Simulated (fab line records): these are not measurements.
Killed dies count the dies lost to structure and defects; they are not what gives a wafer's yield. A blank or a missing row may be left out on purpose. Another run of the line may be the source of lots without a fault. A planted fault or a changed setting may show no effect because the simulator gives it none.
fab line records	flow gf180mcu	part 1 of 2: steps 1 to 43 of 44
record lots=6	wafers=18	last-day=33
route steps=602 shown SAB@277 SALICIDE@278 CONTACT@287 M1@315 M2@378 PASSIVATION@602
lots with no fault: from the same line, run without faults
start-h: hours from the record's first day to the start of the lot's first wafer shown	wait-h: hours from the lot's prior step to this one	" as in the row above	L1.1+2: one row covering several wafers at once	- no value, or no start was given	* or withheld: withheld	< > ~ a bound
route shown NAME@n: NAME is a module with steps in the file, n the number in the route of the first one	usual: mean/standard deviation of fault-free wafers	same: alike in all rows	chamber/n: place in a boat	sites: each site's reading	_std_site: the standard deviation of these	_edge_site: the outer-site mean with the inner-site mean subtracted	radius-mm: how far each site lies from the wafer's centre	mask NAME#n: copy n	behind: the most recent tool/chamber to have shaped the wafer	hold: cause of the lot's hold/its duration in hours/its outcome	device: the n, p or np transistor that did not switch	end of line: tests run on the same wafers once the route is complete	a step without rows: its recipe alone	killed: the dies lost at the first sort to structure and to defects; this is not the yield of the wafer	map: per-die view of a wafer (x killed, . not killed, _ where there is no die)
set.NAME: the setting the step ran with; set.NAME@STEP: the setting that earlier step ran with	model.NAME: the simulator's own value behind a step, which no gauge read
lots at selected steps of the route; one table per step, one row per wafer
services: the hour from which a tool's chamber was out of use, counted from the record's first day as start-h (under 0 if before that day), plus the number of hours and why
## steps
# step GF_SAB_STRIP_13
# recipe chemistry=O2/N2	power-w=1400	pressure-mtorr=1500	platen-temp-c=250	o2-flow-sccm=3000	n2-flow-sccm=300	overash-fraction=0.5
# step GF_SALICIDE_CLEAN_00
# recipe chemistry=SC1/SC2	mix=1:4:20	temp-c=70	time-s=150
# step GF_SALICIDE_WET_ETCH_01
# recipe chemistry=dHF	target-depth-nm=5	dry=ipa-marangoni	target=SiO2	temp-c=25	dilution=100:1	time-s=100
# step GF_SALICIDE_SPUTTER_02
# recipe material=Co	target-thk-nm=10	power-w=1000	time-s=20	chamber-pressure-pa=0.4
# step GF_SALICIDE_SPUTTER_03
# recipe material=TiN	target-thk-nm=20	power-w=6500	time-s=16.7	chamber-pressure-pa=0.4
# step GF_SALICIDE_RS_MEAS_04
# recipe thk-meas-gauge=four-point-probe	reads=TiN_of_SALICIDE_SPUTTER_03+Co_of_SALICIDE_SPUTTER_02
# usual SALICIDE_TIN_RS=16.3/0.31
lot.wafer	tool	chamber	start-h	wait-h	SALICIDE_TIN_RS[ohm/sq]
L890.1	film-metro-04	-	365.93	0.0	16.2
L890.2	"	-	"	"	16.2
L890.3	"	-	"	"	16.3
L896.2	film-metro-04	-	418.32	0.0	17.0
L896.3	"	-	"	"	16.1
L896.5	"	-	"	"	16.5
L897.1	film-metro-04	-	425.35	0.0	16.5
L897.2	"	-	"	"	16.6
L897.6	"	-	"	"	16.6
L901.1	film-metro-04	-	463.71	0.1	16.1
L901.3	"	-	"	"	16.1
L901.6	"	-	"	"	16.2
L902.1	film-metro-04	-	467.59	0.0	16.4
L902.4	"	-	"	"	16.5
L902.6	"	-	"	"	16.2
L904.1	film-metro-04	-	490.65	0.0	16.7
L904.4	"	-	"	"	16.6
L904.5	"	-	"	"	16.6
# step GF_SALICIDE_THK_MEAS_05
# recipe thk-meas-gauge=xrf	reads=TiN_of_SALICIDE_SPUTTER_03
# usual SALICIDE_TIN_THK=20.22/0.26
lot.wafer	tool	chamber	start-h	wait-h	SALICIDE_TIN_THK[nm]
L890.1	film-metro-04	-	366.05	0.1	20.28
L890.2	"	-	"	"	20.21
L890.3	"	-	"	"	19.87
L896.2	film-metro-04	-	418.43	0.1	20.09
L896.3	"	-	"	"	20.19
L896.5	"	-	"	"	20.37
L897.1	film-metro-04	-	425.47	0.1	19.98
L897.2	"	-	"	"	19.87
L897.6	"	-	"	"	19.94
L901.1	film-metro-04	-	463.83	0.1	19.95
L901.3	"	-	"	"	20.08
L901.6	"	-	"	"	19.92
L902.1	film-metro-04	-	467.71	0.1	20.37
L902.4	"	-	"	"	20.48
L902.6	"	-	"	"	20.03
L904.1	film-metro-04	-	490.77	0.1	19.76
L904.4	"	-	"	"	19.73
L904.5	"	-	"	"	19.96
# step GF_SALICIDE_RTA_06
# recipe temp-c=530	time-s=30	ambient=N2
# usual lamp-power-pct=6.08/0.29	wafer_temp_C_max=532.8/0.72
lot.wafer	tool	chamber	start-h	wait-h	lamp-power-pct	wafer_temp_C_max
L890.1	rtp-anneal-02	0	366.11	0.1	6.34	532.3
L890.2	"	0	"	"	6.36	532.2
L890.3	"	0	"	"	6.34	531.9
L896.2	rtp-anneal-01	0	418.49	0.1	5.78	533.4
L896.3	"	0	"	"	5.77	533.8
L896.5	"	0	"	"	5.76	534.3
L897.1	rtp-anneal-02	0	425.53	0.1	6.35	531.8
L897.2	"	0	"	"	6.35	532.8
L897.6	"	0	"	"	6.34	532.4
L901.1	rtp-anneal-01	0	463.89	0.1	5.76	533.4
L901.3	"	0	"	"	5.76	533.3
L901.6	"	0	"	"	5.77	533.1
L902.1	rtp-anneal-01	0	467.77	0.1	5.77	533.3
L902.4	"	0	"	"	5.77	532.9
L902.6	"	0	"	"	5.78	534.0
L904.1	rtp-anneal-01	0	490.83	0.1	5.77	533.9
L904.4	"	0	"	"	5.77	532.6
L904.5	"	0	"	"	5.76	533.3
# step GF_SALICIDE_WET_ETCH_07
# recipe chemistry=SPM	target-depth-nm=120	dry=n2-spin
# step GF_SALICIDE_RTA_08
# recipe temp-c=800	time-s=30	ambient=N2
# usual lamp-power-pct=16.4/0.66	wafer_temp_C_max=804.7/1.1
lot.wafer	tool	chamber	start-h	wait-h	lamp-power-pct	wafer_temp_C_max
L890.1	rtp-anneal-01	0	366.30	0.0	16.0	804.4
L890.2	"	0	"	"	16.0	804.0
L890.3	"	0	"	"	16.0	804.5
L896.2	rtp-anneal-02	0	418.69	0.0	17.6	804.0
L896.3	"	0	"	"	17.6	803.7
L896.5	"	0	"	"	17.6	803.2
L897.1	rtp-anneal-01	0	425.73	0.0	16.0	804.9
L897.2	"	0	"	"	16.0	805.6
L897.6	"	0	"	"	16.0	804.7
L901.1	rtp-anneal-01	0	464.08	0.0	16.0	806.0
L901.3	"	0	"	"	16.0	805.0
L901.6	"	0	"	"	16.0	804.3
L902.1	rtp-anneal-01	0	467.97	0.0	16.0	805.6
L902.4	"	0	"	"	16.0	805.7
L902.6	"	0	"	"	16.0	804.7
L904.1	rtp-anneal-01	0	491.02	0.0	16.0	805.3
L904.4	"	0	"	"	16.0	805.9
L904.5	"	0	"	"	16.0	805.2
# step GF_CONTACT_CVD_00
# recipe material=SiO2	target-thk-nm=300	sigma-open-frac=0.3	temp-c=400	time-s=50	sih4-flow-sccm=60	pressure-mtorr=6
# step GF_CONTACT_THK_MEAS_01
# recipe reads=SiO2_of_CONTACT_CVD_00
# usual CONTACT_CVD_00_THK=301/3.6
lot.wafer	tool	chamber	start-h	wait-h	CONTACT_CVD_00_THK[nm]
L890.1	film-metro-03	-	366.45	0.0	303
L890.2	"	-	"	"	296
L890.3	"	-	"	"	297
L896.2	film-metro-03	-	418.82	0.0	301
L896.3	"	-	"	"	299
L896.5	"	-	"	"	300
L897.1	film-metro-03	-	425.87	0.0	297
L897.2	"	-	"	"	303
L897.6	"	-	"	"	300
L901.1	film-metro-04	-	464.22	0.0	300
L901.3	"	-	"	"	299
L901.6	"	-	"	"	307
L902.1	film-metro-01	-	468.16	0.1	302
L902.4	"	-	"	"	301
L902.6	"	-	"	"	302
L904.1	film-metro-04	-	491.17	0.0	300
L904.4	"	-	"	"	305
L904.5	"	-	"	"	304
# step GF_CONTACT_CVD_02
# recipe material=SiO2	target-thk-nm=860	precursor=TEOS	temp-c=400	time-s=95.992	rf-w=600
# usual heater-power-w=708/130
lot.wafer	tool	chamber	start-h	wait-h	heater-power-w	model.SiO2_of_CONTACT_CVD_02.thk-nm
L890.1	pecvd-01	0	366.51	0.1	464	852.3
L890.2	"	2	"	"	636	849.6
L890.3	"	1	"	"	737	852.6
L896.2	pecvd-01	1	418.87	0.0	607	1017
L896.3	"	0	"	"	586	857.4
L896.5	"	1	"	"	682	1036
L897.1	pecvd-01	0	425.93	0.1	571	843.3
L897.2	"	1	"	"	707	1017
L897.6	"	1	"	"	724	1026
L901.1	pecvd-03	1	464.28	0.1	746	850.6
L901.3	"	2	"	"	707	845.8
L901.6	"	1	"	"	777	874.9
L902.1	pecvd-03	0	468.22	0.1	799	864.1
L902.4	"	0	"	"	839	874.6
L902.6	"	1	"	"	758	874.5
L904.1	pecvd-02	2	491.23	0.1	668	848.8
L904.4	"	2	"	"	727	873.9
L904.5	"	1	"	"	1008	863.9
# step GF_CONTACT_THK_MEAS_03
# recipe reads=SiO2_of_CONTACT_CVD_02
# usual CONTACT_CVD_02_THK=858/12
lot.wafer	tool	chamber	start-h	wait-h	hold	CONTACT_CVD_02_THK[nm]
L890.1	film-metro-04	-	366.58	0.0	-	852
L890.2	"	-	"	"	-	849
L890.3	"	-	"	"	-	853
L896.2	film-metro-04	-	418.95	0.0	await-dispo/0.2h/release	1017
L896.3	"	-	"	"	await-dispo/0.2h/release	858
L896.5	"	-	"	"	await-dispo/0.2h/release	1035
L896.2	film-metro-04	-	419.18	0.2	-	1017
L896.3	"	-	"	"	-	858
L896.5	"	-	"	"	-	1035
L897.1	film-metro-01	-	426.00	0.0	await-dispo/0.2h/release	842
L897.2	"	-	"	"	await-dispo/0.2h/release	1017
L897.6	"	-	"	"	await-dispo/0.2h/release	1027
L897.1	film-metro-01	-	426.23	0.2	-	843
L897.2	"	-	"	"	-	1017
L897.6	"	-	"	"	-	1026
L901.1	film-metro-04	-	464.35	0.0	-	851
L901.3	"	-	"	"	-	846
L901.6	"	-	"	"	-	875
L902.1	film-metro-01	-	468.29	0.0	-	864
L902.4	"	-	"	"	-	875
L902.6	"	-	"	"	-	876
L904.1	film-metro-01	-	491.33	0.1	-	849
L904.4	"	-	"	"	-	873
L904.5	"	-	"	"	-	864
# step GF_CONTACT_CMP_04
# recipe material=SiO2	down-force-psi=4	platen-rpm=60	pad-velocity-m-s=0.94248
# usual head-pressure-psi=4.001/0.0087	motor-current-A=11.6/0.97	time-to-endpoint-s=108/5.9
lot.wafer	tool	chamber	start-h	wait-h	hold	head-pressure-psi	motor-current-A	time-to-endpoint-s
L890.1	cmp-01	3	366.64	0.1	-	3.989	12.1	109
L890.3	"	0	"	"	-	4.014	12.6	101
L890.2	"	2	"	"	-	3.998	11.7	99
L896.2	cmp-02	3	422.35	3.2	await-dispo/2.9h/release	4.013	10.8	172
L896.3	"	2	"	"	await-dispo/2.9h/release	4.005	12.1	113
L896.5	"	0	"	"	await-dispo/2.9h/release	4.000	14.0	179
L897.1	cmp-01	1	429.45	3.2	await-dispo/3.2h/release	3.998	9.8	101
L897.2	"	2	"	"	await-dispo/3.2h/release	3.990	11.3	159
L897.6	"	1	"	"	await-dispo/3.2h/release	3.992	10.1	168
L901.3	cmp-02	1	464.46	0.1	-	4.009	12.0	96
L901.1	"	3	"	"	-	3.999	10.3	98
L901.6	"	1	"	"	-	4.005	11.6	103
L902.4	cmp-01	0	468.35	0.0	-	4.003	11.6	115
L902.1	"	1	"	"	-	4.007	10.7	112
L902.6	"	0	"	"	-	3.992	12.7	116
L904.4	cmp-02	0	491.49	0.1	-	3.990	13.5	117
L904.1	"	1	"	"	-	3.999	11.6	99
L904.5	"	2	"	"	-	3.992	11.3	113
# step GF_CONTACT_BOW_MEAS_05
# recipe mode=bow
# usual CONTACT_BOW=66/6.8
lot.wafer	tool	chamber	start-h	wait-h	CONTACT_BOW[um]
L890.1	film-metro-03	-	366.94	0.2	73
L890.2	"	-	"	"	63
L890.3	"	-	"	"	77
L896.2	film-metro-01	-	422.67	0.3	70
L896.3	"	-	"	"	67
L896.5	"	-	"	"	70
L897.1	film-metro-01	-	429.80	0.3	69
L897.2	"	-	"	"	70
L897.6	"	-	"	"	67
L901.1	film-metro-04	-	464.75	0.1	70
L901.3	"	-	"	"	59
L901.6	"	-	"	"	59
L902.1	film-metro-01	-	468.68	0.2	52
L902.4	"	-	"	"	61
L902.6	"	-	"	"	66
L904.1	film-metro-04	-	491.69	0.1	66
L904.4	"	-	"	"	75
L904.5	"	-	"	"	71
# step GF_CONTACT_DEHYDRATE_06
# recipe temp-c=200	time-s=60
# step GF_CONTACT_HMDS_07
# recipe prime-time-s=60	prime-temp-c=120
# step GF_CONTACT_COAT_08
# recipe resist=BARC	temp-c=withheld	time-s=withheld	spin-rpm=withheld	resist-thk-nm=withheld
# step GF_CONTACT_COAT_09
# recipe resist=KrF	spin-rpm=withheld	resist-thk-nm=1000
# step GF_CONTACT_SOFTBAKE_10
# recipe temp-c=130	time-s=60	resist=KrF
# step GF_CONTACT_EXPOSE_11
# recipe mask-id=Contact	target-cd-nm=220	na=0.68	source-shape=conventional	sigma-outer=0.6	dose-mj=38
# step GF_CONTACT_PEB_12
# recipe peb-temp-c=135	peb-time-s=90	resist=KrF
# step GF_CONTACT_DEVELOP_13
# recipe develop-time-s=60	resist=KrF	dev-temp-c=21
# step GF_CONTACT_CD_MEAS_14
# recipe target-cd-nm=220
# usual cd-nm=220.0/1.6
lot.wafer	tool	chamber	start-h	wait-h	cd-nm
L890.1	cd-sem-02	-	389.92	0.1	222.6
L890.2	"	-	"	"	221.6
L890.3	"	-	"	"	222.2
L896.2	cd-sem-01	-	443.51	0.1	219.2
L896.3	"	-	"	"	219.0
L896.5	"	-	"	"	218.4
L897.1	cd-sem-01	-	449.49	0.1	221.6
L897.2	"	-	"	"	222.2
L897.6	"	-	"	"	221.5
L901.1	cd-sem-02	-	489.04	0.1	220.8
L901.3	"	-	"	"	220.3
L901.6	"	-	"	"	220.7
L902.1	cd-sem-01	-	492.82	0.1	220.7
L902.4	"	-	"	"	220.3
L902.6	"	-	"	"	222.8
L904.1	cd-sem-02	-	515.09	0.1	219.1
L904.4	"	-	"	"	218.0
L904.5	"	-	"	"	218.4
# step GF_CONTACT_OVL_MEAS_15
# usual CONTACT_OVL=4/5.4
lot.wafer	tool	chamber	start-h	wait-h	CONTACT_OVL[nm]
L890.1	overlay-01	-	390.04	0.1	-1
L890.2	"	-	"	"	2
L890.3	"	-	"	"	0
L896.2	overlay-02	-	443.61	0.1	10
L896.3	"	-	"	"	11
L896.5	"	-	"	"	8
L897.1	overlay-02	-	449.61	0.1	9
L897.2	"	-	"	"	3
L897.6	"	-	"	"	3
L901.1	overlay-02	-	489.16	0.1	-3
L901.3	"	-	"	"	-6
L901.6	"	-	"	"	-12
L902.1	overlay-02	-	492.94	0.1	1
L902.4	"	-	"	"	10
L902.6	"	-	"	"	6
L904.1	overlay-02	-	515.21	0.1	-1
L904.4	"	-	"	"	-2
L904.5	"	-	"	"	10
# step GF_CONTACT_ETCH_16
# recipe chemistry=N2/H2	target-depth-a=withheld	overetch-a=withheld	time-s=withheld	target=BARC	ion-energy-ev=200	source-w=500	bias-w=100	pressure-mtorr=30	n2-flow-sccm=100	h2-flow-sccm=200
# step GF_CONTACT_ETCH_17
# recipe chemistry=C4F8/O2/Ar	mask-material=KrF	target=SiO2	stop-on=CoSi2	source-w=1500	bias-w=1200	pressure-mtorr=40	c4f8-flow-sccm=withheld	O2_flow_sccm=6	Ar_flow_sccm=300	time-s=withheld	target-depth-a=8600
# step GF_CONTACT_STRIP_18
# recipe chemistry=O2/N2	power-w=1400	pressure-mtorr=1500	platen-temp-c=250	o2-flow-sccm=3000	n2-flow-sccm=300	overash-fraction=0.5
# step GF_CONTACT_CLEAN_19
# recipe chemistry=SPM
# step GF_CONTACT_CLEAN_20
# recipe chemistry=DIW
# step GF_CONTACT_CLEAN_21
# recipe chemistry=dHF	time-s=20	dilution=100:1	dry=ipa-marangoni
# step GF_CONTACT_SPUTTER_22
# recipe material=Ti	target-thk-nm=15	chamber-pressure-pa=5	power-w=2500	substrate-temp-c=200	time-s=80.02
# step GF_CONTACT_SPUTTER_23
# recipe material=TiN	target-thk-nm=10	chamber-pressure-pa=5	power-w=4000	time-s=40
# step GF_CONTACT_CVD_24
# recipe material=W	target-thk-nm=300	time-s=90.339	temp-c=400	pressure-torr=40
# usual heater-power-w=845/120
lot.wafer	tool	chamber	start-h	wait-h	heater-power-w
L890.1	cvd-w-01	1	390.64	0.0	1029
L890.2	"	0	"	"	719
L890.3	"	1	"	"	1043
L896.2	cvd-w-02	0	444.21	0.0	781
L896.3	"	0	"	"	787
L896.5	"	0	"	"	774
L897.1	cvd-w-01	0	450.21	0.0	705
L897.2	"	1	"	"	1020
L897.6	"	0	"	"	730
L901.1	cvd-w-01	1	489.76	0.0	1039
L901.3	"	0	"	"	711
L901.6	"	0	"	"	721
L902.1	cvd-w-02	0	493.53	0.0	756
L902.4	"	1	"	"	825
L902.6	"	0	"	"	814
L904.1	cvd-w-02	1	515.91	0.0	832
L904.4	"	0	"	"	778
L904.5	"	0	"	"	797
# step GF_CONTACT_RS_MEAS_25
# recipe thk-meas-gauge=four-point-probe	reads=W_of_CONTACT_CVD_24+TiN_of_CONTACT_SPUTTER_23+Ti_of_CONTACT_SPUTTER_22
# usual CONTACT_W_RS=0.382/0.0054
lot.wafer	tool	chamber	start-h	wait-h	CONTACT_W_RS[ohm/sq]
L890.1	film-metro-01	-	390.74	0.1	0.375
L890.2	"	-	"	"	0.381
L890.3	"	-	"	"	0.376
L896.2	film-metro-01	-	444.33	0.1	0.373
L896.3	"	-	"	"	0.379
L896.5	"	-	"	"	0.375
L897.1	film-metro-01	-	450.31	0.1	0.387
L897.2	"	-	"	"	0.381
L897.6	"	-	"	"	0.389
L901.1	film-metro-01	-	489.86	0.1	0.379
L901.3	"	-	"	"	0.386
L901.6	"	-	"	"	0.388
L902.1	film-metro-04	-	493.63	0.1	0.374
L902.4	"	-	"	"	0.386
L902.6	"	-	"	"	0.376
L904.1	film-metro-01	-	516.01	0.1	0.386
L904.4	"	-	"	"	0.380
L904.5	"	-	"	"	0.380
# step GF_CONTACT_THK_MEAS_26
# recipe thk-meas-gauge=xrf	reads=W_of_CONTACT_CVD_24
# usual CONTACT_W_THK=296/4.5
lot.wafer	tool	chamber	start-h	wait-h	CONTACT_W_THK[nm]
L890.1	film-metro-01	-	390.86	0.1	302
L890.2	"	-	"	"	297
L890.3	"	-	"	"	301
L896.2	film-metro-01	-	444.44	0.1	300
L896.3	"	-	"	"	297
L896.5	"	-	"	"	300
L897.1	film-metro-01	-	450.43	0.1	290
L897.2	"	-	"	"	294
L897.6	"	-	"	"	290
L901.1	film-metro-01	-	489.98	0.1	294
L901.3	"	-	"	"	288
L901.6	"	-	"	"	288
L902.1	film-metro-04	-	493.75	0.1	304
L902.4	"	-	"	"	293
L902.6	"	-	"	"	301
L904.1	film-metro-01	-	516.13	0.1	294
L904.4	"	-	"	"	300
L904.5	"	-	"	"	300
# step GF_CONTACT_CMP_27
# recipe stop-on=SiO2	down-force-psi=3.5	platen-rpm=60	t-overpolish-s=15	target-thk-nm=0	pad-velocity-m-s=0.94248
# step GF_M1_SPUTTER_00
# recipe material=Ti	target-thk-nm=37.5	arriving-ion-energy-ev=80	substrate-temp-c=200	chamber-pressure-pa=2	power-w=4000	time-s=150
# usual throttle-valve-pct=30.3/0.82
lot.wafer	tool	chamber	start-h	wait-h	throttle-valve-pct
L890.1	pvd-sputter-02	-	391.22	0.1	29.0
L890.2	"	-	"	"	29.5
L890.3	"	-	"	"	30.1
L896.2	pvd-sputter-01	-	444.79	0.2	29.8
L896.3	"	-	"	"	30.7
L896.5	"	-	"	"	30.0
L897.1	pvd-sputter-01	-	450.79	0.1	30.1
L897.2	"	-	"	"	29.9
L897.6	"	-	"	"	30.4
L901.1	pvd-sputter-04	-	490.34	0.2	31.1
L901.3	"	-	"	"	28.7
L901.6	"	-	"	"	30.0
L902.1	pvd-sputter-04	-	494.11	0.1	31.0
L902.4	"	-	"	"	31.1
L902.6	"	-	"	"	30.1
L904.1	pvd-sputter-04	-	516.49	0.2	31.1
L904.4	"	-	"	"	30.9
L904.5	"	-	"	"	31.4
# step GF_M1_SPUTTER_01
# recipe material=TiN	target-thk-nm=30	power-w=6500	time-s=25	chamber-pressure-pa=0.4
# step GF_M1_SPUTTER_02
# recipe material=AlCu	target-thk-nm=450	power-w=10600	time-s=23.9	chamber-pressure-pa=0.4
# step GF_M1_SPUTTER_03
# recipe material=Ti	target-thk-nm=10	substrate-temp-c=300	chamber-pressure-pa=0.3	power-w=3000	time-s=6.7
# usual throttle-valve-pct=30.3/0.82
lot.wafer	tool	chamber	start-h	wait-h	throttle-valve-pct
L890.1	pvd-sputter-02	-	391.38	0.0	28.8
L890.2	"	-	"	"	29.6
L890.3	"	-	"	"	29.9
L896.2	pvd-sputter-01	-	444.95	0.0	29.8
L896.3	"	-	"	"	31.2
L896.5	"	-	"	"	30.1
L897.1	pvd-sputter-01	-	450.95	0.0	30.3
L897.2	"	-	"	"	29.8
L897.6	"	-	"	"	30.6
L901.1	pvd-sputter-04	-	490.50	0.0	31.0
L901.3	"	-	"	"	28.5
L901.6	"	-	"	"	29.9
L902.1	pvd-sputter-04	-	494.28	0.0	31.1
L902.4	"	-	"	"	31.1
L902.6	"	-	"	"	30.0
L904.1	pvd-sputter-04	-	516.65	0.0	31.0
L904.4	"	-	"	"	31.0
L904.5	"	-	"	"	31.0
# step GF_M2_METAL_ETCH_16
# recipe chemistry=Cl2/BCl3	mask-material=KrF	target-depth-nm=627.5	stop-on=SiO2	pressure-mtorr=8	icp-w=800	bias-w=140	Cl2_flow_sccm=80	bcl3-flow-sccm=40	time-s=104.6
# usual drypump-motor-current-A=6.0/0.6	oes-product-au=0.972/0.0061	throttle-valve-pct=28.250/0.01
lot.wafer	tool	chamber	start-h	wait-h	drypump-motor-current-A	oes-product-au	rf-hours-counter-h	throttle-valve-pct	model.M2.cd-nm
L890.1	rie-metal-03	1	464.74	0.0	6.7	0.974	1	28.258	290.8
L890.2	"	0	"	"	6.5	0.971	7	28.245	284.2
L890.3	"	0	"	"	6.5	0.974	-	28.271	284.8
L896.2	rie-metal-03	0	519.94	0.0	6.5	0.972	8	28.247	283.1
L896.3	"	1	"	"	6.7	0.980	-	28.248	289.8
L896.5	"	0	"	"	6.4	0.978	-	28.234	287
L897.1	rie-metal-01	0	530.65	0.0	5.5	0.968	11	28.244	294.8
L897.2	"	1	"	"	5.9	0.971	1	28.246	299.3
L897.6	"	0	"	"	5.5	0.966	-	28.253	295.5
L901.1	rie-metal-01	0	562.69	0.0	5.5	0.974	12	28.242	273.3
L901.3	"	0	"	"	5.6	0.973	-	28.234	272.6
L901.6	"	0	"	"	5.6	0.973	-	28.259	273.4
L902.1	rie-metal-04	1	566.45	0.0	4.7	0.977	3	28.241	283.6
L902.4	"	0	"	"	6.4	0.966	-	28.236	280.2
L902.6	"	1	"	"	4.7	0.976	-	28.238	278.3
L904.1	rie-metal-04	1	586.04	0.0	4.7	0.967	3	28.258	281.2
L904.4	"	1	"	"	4.7	0.975	-	28.247	279.2
L904.5	"	1	"	"	4.7	0.965	-	28.245	280.4
## key
first-sign step=GF_CONTACT_THK_MEAS_03	reading=visit	direction=added
effect step=GF_CONTACT_THK_MEAS_03	reading=CONTACT_CVD_02_THK	direction=up	sigmas=14	usual=858	struck=1024
effect step=GF_CONTACT_CMP_04	reading=time-to-endpoint-s	direction=up	sigmas=10	usual=*	struck=*
model-effect step=GF_CONTACT_CVD_02	value=SiO2_of_CONTACT_CVD_02.thk-nm	without=867	struck=1024
model-effect step=GF_M2_METAL_ETCH_16	value=M2.cd-nm	without=283.7	struck=291.2
model-effect step=GF_PASSIVATION_PROBE_99	value=etest.met2.width-nm	without=285	struck=292.5
met-at GF_CONTACT_CVD_02
struck-wafers L896.2,L896.5,L897.2,L897.6
tester-left-out L896,L897
loop-trim step=GF_M2_EXPOSE_11	setting=dose	lots=L897
onset-between 366.51 418.87
fault kind=process-parameter-drift	tool=pecvd-01	chamber=1	onset-h=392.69	steps=GF_CONTACT_CVD_02	channel=target-thk-nm	offset=157.15	shape=step	end-h=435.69	acts-in=these-recipes-only	stated=860
# tester-left-out: of these lots the tester's yield and bins aren't shown, on N5 and GAA mostly nor the transistor test; their killed dies are dies lost to structure and defects alone, not to doping, threshold or leakage, so they don't give the yield
# loop-trim: a control loop set the setting to another value than it would have without faults
